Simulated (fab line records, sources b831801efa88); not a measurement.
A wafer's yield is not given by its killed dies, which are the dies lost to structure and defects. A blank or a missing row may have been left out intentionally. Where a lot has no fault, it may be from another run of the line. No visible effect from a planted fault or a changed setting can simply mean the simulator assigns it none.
Which of the tools did it? || flow sky130 || 36 wafers from 12 lots sampled at 5 of the route's 708 steps

== WHAT THE GAUGES READ, wafer by wafer ==
Not one reading of a measure or inspect step in the record can be checked against a usual standard deviation.

== EACH LOT AND THE TOOL THAT RAN IT (in order: tool; ch and the chambers of the sampled wafers; start) ==
{"lot": "L521", "SKY_VT_ADJUST_NCORE_STRIP_10": "plasma_asher-04 ch 1, day 9 01:06", "SKY_VT_ADJUST_PCH_STRIP_09": "plasma_asher-04 ch 0,1, day 10 22:30", "SKY_SONOS_ONO_ETCH_15": "rie_diel-04 ch 0,1,2, day 13 08:08", "SKY_GATE_OXIDE_WET_ETCH_12": "wet_bench-03 ch 3, day 14 13:02", "SKY_PAD_OPEN_PROBE_99": "prober-01, day 46 04:19"}
{"lot": "L524", "SKY_VT_ADJUST_NCORE_STRIP_10": "plasma_asher-04 ch 0,1, day 9 12:51", "SKY_VT_ADJUST_PCH_STRIP_09": "plasma_asher-02 ch 0,1, day 11 10:59", "SKY_SONOS_ONO_ETCH_15": "rie_diel-04 ch 0,1, day 14 02:14", "SKY_GATE_OXIDE_WET_ETCH_12": "wet_bench-02 ch 0, day 15 06:45", "SKY_PAD_OPEN_PROBE_99": "-"}
{"lot": "L528", "SKY_VT_ADJUST_NCORE_STRIP_10": "plasma_asher-01 ch 0,1, day 10 15:36", "SKY_VT_ADJUST_PCH_STRIP_09": "plasma_asher-04 ch 0,1, day 12 14:59", "SKY_SONOS_ONO_ETCH_15": "rie_diel-03 ch 0,2,3, day 14 21:57", "SKY_GATE_OXIDE_WET_ETCH_12": "wet_bench-03 ch 2, day 16 07:15", "SKY_PAD_OPEN_PROBE_99": "prober-01, day 47 14:56"}
{"lot": "L529", "SKY_VT_ADJUST_NCORE_STRIP_10": "plasma_asher-02 ch 0,1, day 10 23:57", "SKY_VT_ADJUST_PCH_STRIP_09": "plasma_asher-04 ch 0,1, day 13 00:31", "SKY_SONOS_ONO_ETCH_15": "rie_diel-01 ch 0,2,3, day 15 09:36", "SKY_GATE_OXIDE_WET_ETCH_12": "wet_bench-04 ch 2, day 16 19:03", "SKY_PAD_OPEN_PROBE_99": "prober-01, day 47 23:10"}
{"lot": "L530", "SKY_VT_ADJUST_NCORE_STRIP_10": "plasma_asher-04 ch 0,1, day 11 09:09", "SKY_VT_ADJUST_PCH_STRIP_09": "plasma_asher-04 ch 0,1, day 13 10:41", "SKY_SONOS_ONO_ETCH_15": "rie_diel-01 ch 1,2,3, day 16 00:02", "SKY_GATE_OXIDE_WET_ETCH_12": "wet_bench-04 ch 2, day 17 08:36", "SKY_PAD_OPEN_PROBE_99": "-"}
{"lot": "L533", "SKY_VT_ADJUST_NCORE_STRIP_10": "plasma_asher-04 ch 0,1, day 12 06:14", "SKY_VT_ADJUST_PCH_STRIP_09": "plasma_asher-03 ch 0,1, day 14 07:33", "SKY_SONOS_ONO_ETCH_15": "rie_diel-01 ch 0,1,2, day 16 23:24", "SKY_GATE_OXIDE_WET_ETCH_12": "wet_bench-03 ch 1, day 18 05:50", "SKY_PAD_OPEN_PROBE_99": "prober-01, day 48 22:30"}
{"lot": "L534", "SKY_VT_ADJUST_NCORE_STRIP_10": "plasma_asher-04 ch 0,1, day 12 12:04", "SKY_VT_ADJUST_PCH_STRIP_09": "plasma_asher-04 ch 0,1, day 14 16:05", "SKY_SONOS_ONO_ETCH_15": "rie_diel-01 ch 2,3, day 17 04:36", "SKY_GATE_OXIDE_WET_ETCH_12": "wet_bench-02 ch 1, day 18 12:17", "SKY_PAD_OPEN_PROBE_99": "-"}
{"lot": "L536", "SKY_VT_ADJUST_NCORE_STRIP_10": "plasma_asher-02 ch 0, day 13 02:15", "SKY_VT_ADJUST_PCH_STRIP_09": "plasma_asher-04 ch 0, day 15 07:06", "SKY_SONOS_ONO_ETCH_15": "rie_diel-04 ch 1,3, day 17 21:02", "SKY_GATE_OXIDE_WET_ETCH_12": "wet_bench-02 ch 1, day 19 06:03", "SKY_PAD_OPEN_PROBE_99": "-"}
{"lot": "L538", "SKY_VT_ADJUST_NCORE_STRIP_10": "plasma_asher-04 ch 0,1, day 13 14:34", "SKY_VT_ADJUST_PCH_STRIP_09": "plasma_asher-03 ch 0,1, day 15 19:52", "SKY_SONOS_ONO_ETCH_15": "rie_diel-04 ch 0,3, day 18 10:42", "SKY_GATE_OXIDE_WET_ETCH_12": "wet_bench-02 ch 3, day 19 19:20", "SKY_PAD_OPEN_PROBE_99": "prober-01, day 49 18:59"}
{"lot": "L539", "SKY_VT_ADJUST_NCORE_STRIP_10": "plasma_asher-01 ch 0,1, day 13 21:15", "SKY_VT_ADJUST_PCH_STRIP_09": "plasma_asher-03 ch 0,1, day 16 02:24", "SKY_SONOS_ONO_ETCH_15": "rie_diel-04 ch 0,2,3, day 18 18:09", "SKY_GATE_OXIDE_WET_ETCH_12": "wet_bench-02 ch 3, day 20 04:23", "SKY_PAD_OPEN_PROBE_99": "prober-01, day 50 01:21"}
{"lot": "L543", "SKY_VT_ADJUST_NCORE_STRIP_10": "plasma_asher-01 ch 0, day 15 05:44", "SKY_VT_ADJUST_PCH_STRIP_09": "plasma_asher-02 ch 1, day 17 13:32", "SKY_SONOS_ONO_ETCH_15": "rie_diel-03 ch 1,3, day 20 08:33", "SKY_GATE_OXIDE_WET_ETCH_12": "wet_bench-03 ch 2, day 21 18:42", "SKY_PAD_OPEN_PROBE_99": "-"}
{"lot": "L544", "SKY_VT_ADJUST_NCORE_STRIP_10": "plasma_asher-04 ch 0,1, day 15 14:07", "SKY_VT_ADJUST_PCH_STRIP_09": "plasma_asher-03 ch 0,1, day 17 22:59", "SKY_SONOS_ONO_ETCH_15": "rie_diel-03 ch 1,2,3, day 20 16:12", "SKY_GATE_OXIDE_WET_ETCH_12": "wet_bench-04 ch 3, day 22 00:53", "SKY_PAD_OPEN_PROBE_99": "-"}
- SKY_VT_ADJUST_NCORE_STRIP_10: strips in O2/N2.
- SKY_VT_ADJUST_PCH_STRIP_09: strips in O2/N2.
- SKY_SONOS_ONO_ETCH_15: etches the open film in CHF3/O2, target depth 19.52 nm, time 7.8 s.
- SKY_GATE_OXIDE_WET_ETCH_12: etches SiO2 in dHF, target depth 16.8 nm, time 336 s.
- SKY_PAD_OPEN_PROBE_99

== WHAT THE TOOLS THEMSELVES READ (means of the sampled wafers that have a number; where no wafer has one, the mark that the record gives instead) ==
SKY_VT_ADJUST_NCORE_STRIP_10. Usual: drypump_motor_current_A 5.3 A, standard deviation 0.31; oes_product_au 0.715 a.u., standard deviation 0.0048; strip_time_to_endpoint_s 14.19 s, standard deviation 0.042.
{"lot": "L521", "tool": "plasma_asher-04", "drypump_motor_current_A (A)": 4.9, "oes_product_au (a.u.)": 0.712, "strip_time_to_endpoint_s (s)": 14.22, "flag": ""}
{"lot": "L524", "tool": "plasma_asher-04", "drypump_motor_current_A (A)": 5.3, "oes_product_au (a.u.)": 0.712, "strip_time_to_endpoint_s (s)": 14.22, "flag": ""}
{"lot": "L528", "tool": "plasma_asher-01", "drypump_motor_current_A (A)": 5.4, "oes_product_au (a.u.)": 0.714, "strip_time_to_endpoint_s (s)": 14.19, "flag": ""}
{"lot": "L529", "tool": "plasma_asher-02", "drypump_motor_current_A (A)": 5.4, "oes_product_au (a.u.)": 0.712, "strip_time_to_endpoint_s (s)": 14.17, "flag": ""}
{"lot": "L530", "tool": "plasma_asher-04", "drypump_motor_current_A (A)": 5.3, "oes_product_au (a.u.)": 0.720, "strip_time_to_endpoint_s (s)": 14.21, "flag": ""}
{"lot": "L533", "tool": "plasma_asher-04", "drypump_motor_current_A (A)": 5.1, "oes_product_au (a.u.)": 0.714, "strip_time_to_endpoint_s (s)": 14.16, "flag": ""}
{"lot": "L534", "tool": "plasma_asher-04", "drypump_motor_current_A (A)": 5.1, "oes_product_au (a.u.)": 0.719, "strip_time_to_endpoint_s (s)": 14.16, "flag": ""}
{"lot": "L536", "tool": "plasma_asher-02", "drypump_motor_current_A (A)": 5.2, "oes_product_au (a.u.)": 0.714, "strip_time_to_endpoint_s (s)": 14.16, "flag": ""}
{"lot": "L538", "tool": "plasma_asher-04", "drypump_motor_current_A (A)": 5.1, "oes_product_au (a.u.)": 0.721, "strip_time_to_endpoint_s (s)": 14.13, "flag": ""}
{"lot": "L539", "tool": "plasma_asher-01", "drypump_motor_current_A (A)": 5.4, "oes_product_au (a.u.)": 0.716, "strip_time_to_endpoint_s (s)": 14.22, "flag": ""}
{"lot": "L543", "tool": "plasma_asher-01", "drypump_motor_current_A (A)": 5.4, "oes_product_au (a.u.)": 0.717, "strip_time_to_endpoint_s (s)": 14.20, "flag": ""}
{"lot": "L544", "tool": "plasma_asher-04", "drypump_motor_current_A (A)": 5.1, "oes_product_au (a.u.)": 0.715, "strip_time_to_endpoint_s (s)": 14.18, "flag": ""}

SKY_VT_ADJUST_PCH_STRIP_09. Usual: drypump_motor_current_A 5.5 A, standard deviation 0.46; oes_product_au 0.723 a.u., standard deviation 0.0046; strip_time_to_endpoint_s 36.93 s, standard deviation 0.13.
{"lot": "L521", "tool": "plasma_asher-04", "drypump_motor_current_A (A)": 5.3, "oes_product_au (a.u.)": 0.728, "strip_time_to_endpoint_s (s)": 36.91, "flag": ""}
{"lot": "L524", "tool": "plasma_asher-02", "drypump_motor_current_A (A)": 5.4, "oes_product_au (a.u.)": 0.721, "strip_time_to_endpoint_s (s)": 37.04, "flag": ""}
{"lot": "L528", "tool": "plasma_asher-04", "drypump_motor_current_A (A)": 5.1, "oes_product_au (a.u.)": 0.718, "strip_time_to_endpoint_s (s)": 36.99, "flag": ""}
{"lot": "L529", "tool": "plasma_asher-04", "drypump_motor_current_A (A)": 5.3, "oes_product_au (a.u.)": 0.718, "strip_time_to_endpoint_s (s)": 36.80, "flag": ""}
{"lot": "L530", "tool": "plasma_asher-04", "drypump_motor_current_A (A)": 5.3, "oes_product_au (a.u.)": 0.726, "strip_time_to_endpoint_s (s)": 37.01, "flag": ""}
{"lot": "L533", "tool": "plasma_asher-03", "drypump_motor_current_A (A)": 5.9, "oes_product_au (a.u.)": 0.720, "strip_time_to_endpoint_s (s)": 36.90, "flag": ""}
{"lot": "L534", "tool": "plasma_asher-04", "drypump_motor_current_A (A)": 5.1, "oes_product_au (a.u.)": 0.720, "strip_time_to_endpoint_s (s)": 36.96, "flag": ""}
{"lot": "L536", "tool": "plasma_asher-04", "drypump_motor_current_A (A)": 5.5, "oes_product_au (a.u.)": 0.725, "strip_time_to_endpoint_s (s)": 36.83, "flag": ""}
{"lot": "L538", "tool": "plasma_asher-03", "drypump_motor_current_A (A)": 5.9, "oes_product_au (a.u.)": 0.723, "strip_time_to_endpoint_s (s)": 37.06, "flag": ""}
{"lot": "L539", "tool": "plasma_asher-03", "drypump_motor_current_A (A)": 5.9, "oes_product_au (a.u.)": 0.726, "strip_time_to_endpoint_s (s)": 36.97, "flag": ""}
{"lot": "L543", "tool": "plasma_asher-02", "drypump_motor_current_A (A)": 5.9, "oes_product_au (a.u.)": 0.720, "strip_time_to_endpoint_s (s)": 36.88, "flag": ""}
{"lot": "L544", "tool": "plasma_asher-03", "drypump_motor_current_A (A)": 5.9, "oes_product_au (a.u.)": 0.719, "strip_time_to_endpoint_s (s)": 36.88, "flag": ""}

SKY_SONOS_ONO_ETCH_15. Usual: chf3_flow_sccm 49.99 sccm, standard deviation 0.15; drypump_motor_current_A 5.9 A, standard deviation 0.48; oes_product_au 1.006 a.u., standard deviation 0.0098; rf_fwd_power_W 587.9 W, standard deviation 2.9; throttle_valve_pct 8.825 %, standard deviation 0.0099.
{"lot": "L521", "tool": "rie_diel-04", "chf3_flow_sccm (sccm)": 49.91, "drypump_motor_current_A (A)": 5.7, "oes_product_au (a.u.)": 1.011, "rf_fwd_power_W (W)": 586.9, "throttle_valve_pct (%)": 8.828, "flag": ""}
{"lot": "L524", "tool": "rie_diel-04", "chf3_flow_sccm (sccm)": 49.79, "drypump_motor_current_A (A)": 5.4, "oes_product_au (a.u.)": 1.008, "rf_fwd_power_W (W)": 591.1, "throttle_valve_pct (%)": 8.827, "flag": ""}
{"lot": "L528", "tool": "rie_diel-03", "chf3_flow_sccm (sccm)": 50.01, "drypump_motor_current_A (A)": 5.9, "oes_product_au (a.u.)": 1.004, "rf_fwd_power_W (W)": 586.1, "throttle_valve_pct (%)": 8.845, "flag": ""}
{"lot": "L529", "tool": "rie_diel-01", "chf3_flow_sccm (sccm)": 50.05, "drypump_motor_current_A (A)": 6.0, "oes_product_au (a.u.)": 1.008, "rf_fwd_power_W (W)": 587.8, "throttle_valve_pct (%)": 8.827, "flag": ""}
{"lot": "L530", "tool": "rie_diel-01", "chf3_flow_sccm (sccm)": 50.07, "drypump_motor_current_A (A)": 5.7, "oes_product_au (a.u.)": 1.004, "rf_fwd_power_W (W)": 586.7, "throttle_valve_pct (%)": 8.827, "flag": ""}
{"lot": "L533", "tool": "rie_diel-01", "chf3_flow_sccm (sccm)": 49.97, "drypump_motor_current_A (A)": 6.2, "oes_product_au (a.u.)": 1.005, "rf_fwd_power_W (W)": 587.5, "throttle_valve_pct (%)": 8.822, "flag": ""}
{"lot": "L534", "tool": "rie_diel-01", "chf3_flow_sccm (sccm)": 50.14, "drypump_motor_current_A (A)": 5.8, "oes_product_au (a.u.)": 1.010, "rf_fwd_power_W (W)": 587.1, "throttle_valve_pct (%)": 8.819, "flag": ""}
{"lot": "L536", "tool": "rie_diel-04", "chf3_flow_sccm (sccm)": 49.93, "drypump_motor_current_A (A)": 5.7, "oes_product_au (a.u.)": 1.009, "rf_fwd_power_W (W)": 591.8, "throttle_valve_pct (%)": 8.827, "flag": ""}
{"lot": "L538", "tool": "rie_diel-04", "chf3_flow_sccm (sccm)": 49.96, "drypump_motor_current_A (A)": 5.9, "oes_product_au (a.u.)": 1.008, "rf_fwd_power_W (W)": 589.2, "throttle_valve_pct (%)": 8.824, "flag": ""}
{"lot": "L539", "tool": "rie_diel-04", "chf3_flow_sccm (sccm)": 49.97, "drypump_motor_current_A (A)": 6.0, "oes_product_au (a.u.)": 1.001, "rf_fwd_power_W (W)": 587.9, "throttle_valve_pct (%)": 8.822, "flag": ""}
{"lot": "L543", "tool": "rie_diel-03", "chf3_flow_sccm (sccm)": 49.99, "drypump_motor_current_A (A)": 6.0, "oes_product_au (a.u.)": 1.003, "rf_fwd_power_W (W)": 587.8, "throttle_valve_pct (%)": 8.826, "flag": ""}
{"lot": "L544", "tool": "rie_diel-03", "chf3_flow_sccm (sccm)": 49.91, "drypump_motor_current_A (A)": 6.0, "oes_product_au (a.u.)": 1.006, "rf_fwd_power_W (W)": 588.2, "throttle_valve_pct (%)": 8.828, "flag": ""}

SKY_GATE_OXIDE_WET_ETCH_12. Usual: 364 s for run_length_s, sd 3.7.
{"lot": "L521", "tool": "wet_bench-03", "run_length_s (s)": 362, "flag": ""}
{"lot": "L524", "tool": "wet_bench-02", "run_length_s (s)": 367, "flag": ""}
{"lot": "L528", "tool": "wet_bench-03", "run_length_s (s)": 362, "flag": ""}
{"lot": "L529", "tool": "wet_bench-04", "run_length_s (s)": 360, "flag": ""}
{"lot": "L530", "tool": "wet_bench-04", "run_length_s (s)": 361, "flag": ""}
{"lot": "L533", "tool": "wet_bench-03", "run_length_s (s)": 362, "flag": ""}
{"lot": "L534", "tool": "wet_bench-02", "run_length_s (s)": 371, "flag": ""}
{"lot": "L536", "tool": "wet_bench-02", "run_length_s (s)": 364, "flag": ""}
{"lot": "L538", "tool": "wet_bench-02", "run_length_s (s)": 117, "flag": "OFF"}
{"lot": "L539", "tool": "wet_bench-02", "run_length_s (s)": 123, "flag": "OFF"}
{"lot": "L543", "tool": "wet_bench-03", "run_length_s (s)": 360, "flag": ""}
{"lot": "L544", "tool": "wet_bench-04", "run_length_s (s)": 370, "flag": ""}

SKY_PAD_OPEN_PROBE_99. Usual: killed_at_M0_to_M3 44, standard deviation 7.3; killed_at_M4_up 3.4, standard deviation 1.8; killed_at_contacts 24, standard deviation 5.8; killed_at_front_end 15, standard deviation 4.9; killed_at_other 0.4, standard deviation 0.63; killed_dies 86, standard deviation 11; killed_on_rim 17, standard deviation 3.8; killed_open 47, standard deviation 8; killed_short 39, standard deviation 6.5.
{"lot": "L521", "tool": "prober-01", "killed_at_M0_to_M3": 47, "killed_at_M4_up": 4.3, "killed_at_contacts": 26, "killed_at_front_end": 16, "killed_at_other": 0.7, "killed_dies": 94, "killed_on_rim": 21, "killed_open": 54, "killed_short": 40, "flag": ""}
{"lot": "L528", "tool": "prober-01", "killed_at_M0_to_M3": 44, "killed_at_M4_up": 2.3, "killed_at_contacts": 27, "killed_at_front_end": 14, "killed_at_other": 0.0, "killed_dies": 87, "killed_on_rim": 19, "killed_open": 53, "killed_short": 35, "flag": ""}
{"lot": "L529", "tool": "prober-01", "killed_at_M0_to_M3": 47, "killed_at_M4_up": 2.0, "killed_at_contacts": 23, "killed_at_front_end": 12, "killed_at_other": 0.7, "killed_dies": 85, "killed_on_rim": 16, "killed_open": 48, "killed_short": 37, "flag": ""}
{"lot": "L533", "tool": "prober-01", "killed_at_M0_to_M3": 40, "killed_at_M4_up": 2.7, "killed_at_contacts": 18, "killed_at_front_end": 13, "killed_at_other": 0.3, "killed_dies": 73, "killed_on_rim": 15, "killed_open": 39, "killed_short": 34, "flag": ""}
{"lot": "L538", "tool": "prober-01", "killed_at_M0_to_M3": 41, "killed_at_M4_up": 4.7, "killed_at_contacts": 27, "killed_at_front_end": 418, "killed_at_other": 1.3, "killed_dies": 492, "killed_on_rim": 96, "killed_open": 47, "killed_short": 43, "flag": "OFF"}
{"lot": "L539", "tool": "prober-01", "killed_at_M0_to_M3": 48, "killed_at_M4_up": 3.0, "killed_at_contacts": 24, "killed_at_front_end": 416, "killed_at_other": 0.3, "killed_dies": 492, "killed_on_rim": 96, "killed_open": 54, "killed_short": 38, "flag": "OFF"}

== THE ANSWER, worked out from the rows above alone ==
Rule: a lot is off if the mean of its wafers that have a number lies more than 3 standard deviations from the usual mean. A lot without any number at a reading at which 4 lots or more have one is off too. All remaining lots with rows at the step are treated as sound. The gauges are gone through in route order, then the tools' own readings, and for those a lot's mean is taken as printed above. The first step at which some lot is off is used, and at that step the reading that is off furthest; a lot without a number counts as furthest.
Off: L538, L539 (SKY_GATE_OXIDE_WET_ETCH_12, run_length_s).
A tool fits if, at that step or a process step before it, it ran every lot that is off, and no sound lot after the first of them. 2 tools fit, rie_diel-04 at SKY_SONOS_ONO_ETCH_15 and wet_bench-02 at SKY_GATE_OXIDE_WET_ETCH_12, so this cannot tell which one it is.

== WHAT WAS PUT IN BY THE SIMULATOR ==
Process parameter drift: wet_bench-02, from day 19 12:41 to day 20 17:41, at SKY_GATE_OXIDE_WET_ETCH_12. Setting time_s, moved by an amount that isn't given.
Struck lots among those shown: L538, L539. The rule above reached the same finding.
